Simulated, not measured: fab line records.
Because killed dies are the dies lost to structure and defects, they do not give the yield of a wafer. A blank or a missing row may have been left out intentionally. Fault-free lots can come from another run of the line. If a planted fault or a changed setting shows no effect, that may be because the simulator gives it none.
A struck lot beside a sound one / flow sky130 / 15 out of 708 route steps
Sound: these wafers, L734.1, L734.2, L734.4. Struck: wafer L752.4 (L752.2, L752.3, from the same lot, were not struck and are left out); the cause is given at the end.
For every step that has rows: the tool of each side, followed by ch and its chambers, followed by its first start. Under that, the readings that differ: sound wafers / struck wafers / difference of the means / sigmas: that difference in standard deviations of wafers without a fault.
alike: words and numbers the same on both sides, and readings whose means are apart by under 2 such deviations; not compared: readings that were withheld, readings missing a value for some wafer, numbers with overlapping values and no deviation given by the record, and bounds like >300 which may hide the same value.
Wherever a step has rows on one side only, a row that says differs or no value, or a row with sigmas, the two part there. Non-overlapping numbers with no deviation appear without sigmas and do not part them. A reading that every wafer of one side lacks parts them only if that side has two wafers or more.

SKY_CONTACT_OVL_MEAS_15:
  sound on overlay-02 at day 33 10:05; struck on overlay-02 at day 38 15:50
reading=CONTACT_OVL (nm); sound=5 -3 -7; struck=14; difference=+16; sigmas=+2
then, 1 step without rows for these wafers: SKY_CONTACT_ETCH_16 (etches BARC in N2/H2, stops on SiO2, time 45.9 s, target depth 60 nm).
SKY_CONTACT_ETCH_17: etches SiO2 in C4F8/O2/Ar, stops on Si3N4, target depth 340 nm.
  sound on rie_diel-01 ch 0,2,3, day 33 10:10; struck on rie_diel-03 ch 3, day 38 15:55
  alike: oes_product_au
SKY_CONTACT_ETCH_18: etches Si3N4 in CHF3/O2, stops on TiN, time 39 s, target depth 75 nm.
  sound on rie_diel-01 ch 0,2,3; struck on rie_diel-03 ch 3
reading=drypump_motor_current_A (A); sound=5.7 5.8 5.9; struck=4.7; difference=-1.1; sigmas=-2
reading=rf_hours_counter_h (h); sound=11 4 16; struck=24; difference=+14; sigmas=
  alike: oes_product_au, throttle_valve_pct
SKY_CONTACT_STRIP_19: strips in O2/N2.
  sound on plasma_asher-02 ch 0,1, day 33 10:16; struck on plasma_asher-01 ch 0, day 38 16:00
  alike: drypump_motor_current_A, oes_product_au, strip_time_to_endpoint_s
  not compared: rf_hours_counter_h
then, 3 steps without rows for these wafers: SKY_CONTACT_STRIP_20 (strips in post etch residue remover, time 1200 s); SKY_CONTACT_CLEAN_21 (cleans in IPA, time 180 s); SKY_CONTACT_CLEAN_22 (cleans in O3/DIW).
SKY_CONTACT_SPUTTER_23: material TiN, target thk 20 nm, time 80 s.
  sound on pvd_sputter-03 at day 33 10:52; struck on pvd_sputter-01 at day 38 16:37
  alike: chamber_pressure_pa, throttle_valve_pct
SKY_CONTACT_CVD_24: deposits W, target thk 340 nm, time 102.12 s.
  sound on cvd_w-02 ch 0,1, day 33 10:55; struck on cvd_w-01 ch 0, day 38 16:41
  alike: heater_power_w
SKY_CONTACT_RS_MEAS_25: the measuring method here is four-point-probe.
  sound on film_metro-02 at day 33 11:02; struck on film_metro-04 at day 38 16:49
  alike: CONTACT_W_RS
SKY_CONTACT_THK_MEAS_26: measures by xrf.
  sound on film_metro-02 at day 33 11:09; struck on film_metro-04 at day 38 16:56
  alike: CONTACT_W_THK
SKY_CONTACT_CMP_27: polishes, stops on SiO2, t overpolish 15 s, target thk 0 nm.
  sound on cmp-01 ch 1,2,3, day 33 11:16; struck on cmp-02 ch 1, day 38 16:59
reading=overpolish_run_s (s); sound=15.001 15.001 14.992; struck=16.067; difference=+1.069; sigmas=+99 or more
reading=t_overpolish_s (s); sound=15 15 15; struck=16.081; difference=+1.081; sigmas=
  alike: edge_zone_pressure_frac, motor_current_A, time_to_endpoint_s
then, 1 step without rows for these wafers: SKY_METAL1_SPUTTER_00 (material Ti, target thk 15 nm, time 10 s).
-- the record jumps here: 12 days lie between the struck wafers' starts before and after (it left off in module METAL1 and takes up again in module PAD_OPEN, whose first step shown is number 708 of the route) --
SKY_PAD_OPEN_PROBE_99:
  sound on prober-02 at day 47 03:04; struck on prober-02 at day 50 23:32
  alike: killed_at_M0_to_M3, killed_at_M4_up, killed_at_contacts, killed_at_front_end, killed_at_other, killed_dies, killed_open, killed_short

WHERE THEY PART
Last at SKY_CONTACT_CMP_27 as far as this record goes, first at SKY_CONTACT_OVL_MEAS_15. Later steps at which nothing parts them and some readings are alike: SKY_PAD_OPEN_PROBE_99.

WHY: what the simulator had put in
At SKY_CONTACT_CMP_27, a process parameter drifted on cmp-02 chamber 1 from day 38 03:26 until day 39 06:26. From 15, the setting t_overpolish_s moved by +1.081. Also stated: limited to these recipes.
